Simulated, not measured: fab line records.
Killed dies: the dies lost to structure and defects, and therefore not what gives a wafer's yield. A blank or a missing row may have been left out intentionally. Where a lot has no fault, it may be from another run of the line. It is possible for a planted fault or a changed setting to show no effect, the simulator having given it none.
Which of the tools did it? :: flow sky130 :: Sampling: 12 lots, 36 wafers, 4 of 708 route steps

WHAT EACH GAUGE READ, for each wafer
SKY_NWELL_THK_MEAS_02. Usual: NWELL_OXIDATION_THK gives 9.99 nm (standard deviation 0.16).
lot: L241
measured: day 2 13:21
on: film_metro-02
NWELL_OXIDATION_THK (nm): 9.92 9.80 9.88
flag: 

lot: L242
measured: day 2 19:49
on: film_metro-04
NWELL_OXIDATION_THK (nm): 9.82 9.91 9.80
flag: 

lot: L243
measured: day 2 23:21
on: film_metro-04
NWELL_OXIDATION_THK (nm): 10.00 9.93 10.00
flag: 

lot: L244
measured: day 3 03:10
on: film_metro-02
NWELL_OXIDATION_THK (nm): 9.84 9.76 9.84
flag: 

lot: L245
measured: day 3 10:31
on: film_metro-02
NWELL_OXIDATION_THK (nm): 9.99 9.93 9.90
flag: 

lot: L246
measured: day 3 20:22
on: film_metro-01
NWELL_OXIDATION_THK (nm): 9.80 9.87 9.73
flag: 

lot: L248
measured: day 4 05:00
on: film_metro-01
NWELL_OXIDATION_THK (nm): 9.92 10.14 10.10
flag: 

lot: L250
measured: day 4 12:20
on: film_metro-02
NWELL_OXIDATION_THK (nm): 9.87 10.07 9.95
flag: 

lot: L257
measured: day 5 21:17
on: film_metro-01
NWELL_OXIDATION_THK (nm): 10.02 10.14 9.96
flag: 

lot: L260
measured: day 7 00:05
on: film_metro-01
NWELL_OXIDATION_THK (nm): 9.97 10.01 10.17
flag: 

lot: L263
measured: day 7 10:34
on: film_metro-01
NWELL_OXIDATION_THK (nm): 10.09 10.14 10.09
flag: 

lot: L264
measured: day 7 17:04
on: film_metro-02
NWELL_OXIDATION_THK (nm): 9.86 9.89 9.84
flag: 

SKY_VT_ADJUST_HVTP_CD_MEAS_07 targets a cd of 380 nm. Usual: cd_nm reads 379.4 nm (standard deviation 2.7).
lot: L241
measured: day 6 00:37
on: cd_sem-01
cd_nm (nm): 376.9 378.3 375.8
flag: 

lot: L242
measured: day 6 09:45
on: cd_sem-01
cd_nm (nm): 381.3 382.7 384.1
flag: 

lot: L243
measured: day 6 11:48
on: cd_sem-02
cd_nm (nm): 382.5 380.1 382.1
flag: 

lot: L244
measured: day 6 18:00
on: cd_sem-01
cd_nm (nm): 382.5 382.9 383.2
flag: 

lot: L245
measured: day 7 02:14
on: cd_sem-02
cd_nm (nm): 380.8 380.9 377.3
flag: 

lot: L246
measured: day 7 13:09
on: cd_sem-02
cd_nm (nm): 375.5 375.5 376.0
flag: 

lot: L248
measured: day 8 02:04
on: cd_sem-02
cd_nm (nm): 379.6 379.2 377.5
flag: 

lot: L250
measured: day 8 08:55
on: cd_sem-02
cd_nm (nm): 382.1 380.5 380.9
flag: 

lot: L257
measured: day 10 03:57
on: cd_sem-01
cd_nm (nm): 381.8 382.5 381.8
flag: 

lot: L260
measured: day 11 13:45
on: cd_sem-02
cd_nm (nm): 375.3 374.0 375.7
flag: 

lot: L263
measured: day 12 01:07
on: cd_sem-02
cd_nm (nm): 375.1 376.3 376.0
flag: 

lot: L264
measured: day 12 09:16
on: cd_sem-01
cd_nm (nm): 380.9 380.1 378.7
flag: 

WHAT TOOL EACH LOT RAN ON (gives the tool, then ch and the chambers of the sampled wafers, and finally the start)
lot: L241
SKY_FIELD_ISO_STRIP_16: plasma_asher-04 ch 0,1, day 2 05:22
SKY_FIELD_ISO_ETCH_17: rie_si-02 ch 0,2, day 2 05:28

lot: L242
SKY_FIELD_ISO_STRIP_16: plasma_asher-02 ch 0,1, day 2 13:10
SKY_FIELD_ISO_ETCH_17: rie_si-02 ch 1,2,3, day 2 13:16

lot: L243
SKY_FIELD_ISO_STRIP_16: plasma_asher-01 ch 0,1, day 2 17:10
SKY_FIELD_ISO_ETCH_17: rie_si-01 ch 0,1, day 2 17:16

lot: L244
SKY_FIELD_ISO_STRIP_16: plasma_asher-02 ch 0,1, day 2 20:19
SKY_FIELD_ISO_ETCH_17: rie_si-02 ch 0,3, day 2 20:25

lot: L245
SKY_FIELD_ISO_STRIP_16: plasma_asher-02 ch 0,1, day 3 01:42
SKY_FIELD_ISO_ETCH_17: rie_si-01 ch 0,1,3, day 3 01:46

lot: L246
SKY_FIELD_ISO_STRIP_16: plasma_asher-04 ch 0,1, day 3 06:31
SKY_FIELD_ISO_ETCH_17: rie_si-01 ch 0,1,2, day 3 06:37

lot: L248
SKY_FIELD_ISO_STRIP_16: plasma_asher-04 ch 0, day 3 16:40
SKY_FIELD_ISO_ETCH_17: rie_si-01 ch 2,3, day 3 16:46

lot: L250
SKY_FIELD_ISO_STRIP_16: plasma_asher-04 ch 0, day 4 05:16
SKY_FIELD_ISO_ETCH_17: rie_si-01 ch 1,2,3, day 4 05:22

lot: L257
SKY_FIELD_ISO_STRIP_16: plasma_asher-04 ch 0,1, day 5 15:40
SKY_FIELD_ISO_ETCH_17: rie_si-02 ch 0,2,3, day 5 15:46

lot: L260
SKY_FIELD_ISO_STRIP_16: plasma_asher-02 ch 0,1, day 6 07:31
SKY_FIELD_ISO_ETCH_17: rie_si-02 ch 0,3, day 6 07:37

lot: L263
SKY_FIELD_ISO_STRIP_16: plasma_asher-02 ch 0,1, day 7 01:34
SKY_FIELD_ISO_ETCH_17: rie_si-01 ch 0,2,3, day 7 01:40

lot: L264
SKY_FIELD_ISO_STRIP_16: plasma_asher-04 ch 0,1, day 7 07:04
SKY_FIELD_ISO_ETCH_17: rie_si-01 ch 2,3, day 7 07:10
- SKY_FIELD_ISO_STRIP_16: strips in O2/N2.
- SKY_FIELD_ISO_ETCH_17: etches Si in HBr/Cl2/O2, target depth 342 nm, time 97.7 s.

AS READ BY THE TOOLS THEMSELVES (means over the sampled wafers that have a number; for cases with no such wafer, the mark the record gives instead)
SKY_FIELD_ISO_STRIP_16. Usual: drypump_motor_current_A 6.1 A, standard deviation 0.6; oes_product_au 0.378 a.u., standard deviation 0.0044; strip_time_to_endpoint_s 3.552 s, standard deviation 0.023.
lot: L241
tool: plasma_asher-04
drypump_motor_current_A (A): 6.5
oes_product_au (a.u.): 0.379
strip_time_to_endpoint_s (s): 3.541
flag: 

lot: L242
tool: plasma_asher-02
drypump_motor_current_A (A): 6.2
oes_product_au (a.u.): 0.379
strip_time_to_endpoint_s (s): 3.579
flag: 

lot: L243
tool: plasma_asher-01
drypump_motor_current_A (A): 5.4
oes_product_au (a.u.): 0.379
strip_time_to_endpoint_s (s): 3.541
flag: 

lot: L244
tool: plasma_asher-02
drypump_motor_current_A (A): 6.3
oes_product_au (a.u.): 0.378
strip_time_to_endpoint_s (s): 3.565
flag: 

lot: L245
tool: plasma_asher-02
drypump_motor_current_A (A): 6.2
oes_product_au (a.u.): 0.378
strip_time_to_endpoint_s (s): 3.504
flag: 

lot: L246
tool: plasma_asher-04
drypump_motor_current_A (A): 6.5
oes_product_au (a.u.): 0.378
strip_time_to_endpoint_s (s): 3.544
flag: 

lot: L248
tool: plasma_asher-04
drypump_motor_current_A (A): 6.8
oes_product_au (a.u.): 0.380
strip_time_to_endpoint_s (s): 3.572
flag: 

lot: L250
tool: plasma_asher-04
drypump_motor_current_A (A): 6.8
oes_product_au (a.u.): 0.379
strip_time_to_endpoint_s (s): 3.547
flag: 

lot: L257
tool: plasma_asher-04
drypump_motor_current_A (A): 6.5
oes_product_au (a.u.): 0.380
strip_time_to_endpoint_s (s): 3.534
flag: 

lot: L260
tool: plasma_asher-02
drypump_motor_current_A (A): 6.1
oes_product_au (a.u.): 0.378
strip_time_to_endpoint_s (s): 3.543
flag: 

lot: L263
tool: plasma_asher-02
drypump_motor_current_A (A): 6.2
oes_product_au (a.u.): 0.379
strip_time_to_endpoint_s (s): 3.592
flag: 

lot: L264
tool: plasma_asher-04
drypump_motor_current_A (A): 6.5
oes_product_au (a.u.): 0.377
strip_time_to_endpoint_s (s): 3.554
flag: 

SKY_FIELD_ISO_ETCH_17. Usual: HBr_flow_sccm 150.0 sccm, standard deviation 0.43; drypump_motor_current_A 6.2 A, standard deviation 0.42; oes_product_au 1.003 a.u., standard deviation 0.0072; run_length_s 126.2 s, standard deviation 0.41; throttle_valve_pct 25.654 %, standard deviation 0.01.
lot: L241
tool: rie_si-02
HBr_flow_sccm (sccm): 150.1
drypump_motor_current_A (A): 6.6
oes_product_au (a.u.): 1.008
run_length_s (s): 126.3
throttle_valve_pct (%): 25.640
flag: 

lot: L242
tool: rie_si-02
HBr_flow_sccm (sccm): 150.5
drypump_motor_current_A (A): 6.0
oes_product_au (a.u.): 1.006
run_length_s (s): 126.0
throttle_valve_pct (%): 25.646
flag: 

lot: L243
tool: rie_si-01
HBr_flow_sccm (sccm): 150.0
drypump_motor_current_A (A): 6.4
oes_product_au (a.u.): 0.995
run_length_s (s): 126.0
throttle_valve_pct (%): 25.659
flag: 

lot: L244
tool: rie_si-02
HBr_flow_sccm (sccm): 150.2
drypump_motor_current_A (A): 6.3
oes_product_au (a.u.): 1.007
run_length_s (s): 126.0
throttle_valve_pct (%): 25.655
flag: 

lot: L245
tool: rie_si-01
HBr_flow_sccm (sccm): 150.1
drypump_motor_current_A (A): 6.3
oes_product_au (a.u.): 1.003
run_length_s (s): 126.3
throttle_valve_pct (%): 25.657
flag: 

lot: L246
tool: rie_si-01
HBr_flow_sccm (sccm): 150.1
drypump_motor_current_A (A): 6.3
oes_product_au (a.u.): 0.998
run_length_s (s): 126.5
throttle_valve_pct (%): 25.666
flag: 

lot: L248
tool: rie_si-01
HBr_flow_sccm (sccm): 150.1
drypump_motor_current_A (A): 6.1
oes_product_au (a.u.): 1.000
run_length_s (s): 119.4
throttle_valve_pct (%): 25.654
flag: OFF

lot: L250
tool: rie_si-01
HBr_flow_sccm (sccm): 149.9
drypump_motor_current_A (A): 6.3
oes_product_au (a.u.): 1.005
run_length_s (s): 122.9
throttle_valve_pct (%): 25.654
flag: OFF

lot: L257
tool: rie_si-02
HBr_flow_sccm (sccm): 149.8
drypump_motor_current_A (A): 6.5
oes_product_au (a.u.): 0.996
run_length_s (s): 126.2
throttle_valve_pct (%): 25.664
flag: 

lot: L260
tool: rie_si-02
HBr_flow_sccm (sccm): 149.7
drypump_motor_current_A (A): 6.3
oes_product_au (a.u.): 1.003
run_length_s (s): 126.1
throttle_valve_pct (%): 25.660
flag: 

lot: L263
tool: rie_si-01
HBr_flow_sccm (sccm): 150.1
drypump_motor_current_A (A): 6.2
oes_product_au (a.u.): 1.009
run_length_s (s): 126.4
throttle_valve_pct (%): 25.653
flag: 

lot: L264
tool: rie_si-01
HBr_flow_sccm (sccm): 150.0
drypump_motor_current_A (A): 6.2
oes_product_au (a.u.): 1.008
run_length_s (s): 126.1
throttle_valve_pct (%): 25.654
flag: 

THE ANSWER, worked out from the rows above alone
Rule: a lot is off if the mean of its wafers that have a number lies more than 3 standard deviations from the usual mean. Also off: a lot with no number at a reading for which 4 or more lots have one. The other lots that the step has rows for count as sound. After the gauges, taken in route order, come the tools' own readings; for these a lot's mean is taken, as printed above. The first step at which some lot is off is used, and at that step the reading that is off furthest; a lot without a number counts as furthest.
Off: L248, L250 (SKY_FIELD_ISO_ETCH_17, run_length_s).
If a tool, at that step or one of the process steps before it, ran each lot that is off and ran no sound lot following the first of them, it fits. Not one of the candidates tried fits.

WHAT WAS PUT IN BY THE SIMULATOR
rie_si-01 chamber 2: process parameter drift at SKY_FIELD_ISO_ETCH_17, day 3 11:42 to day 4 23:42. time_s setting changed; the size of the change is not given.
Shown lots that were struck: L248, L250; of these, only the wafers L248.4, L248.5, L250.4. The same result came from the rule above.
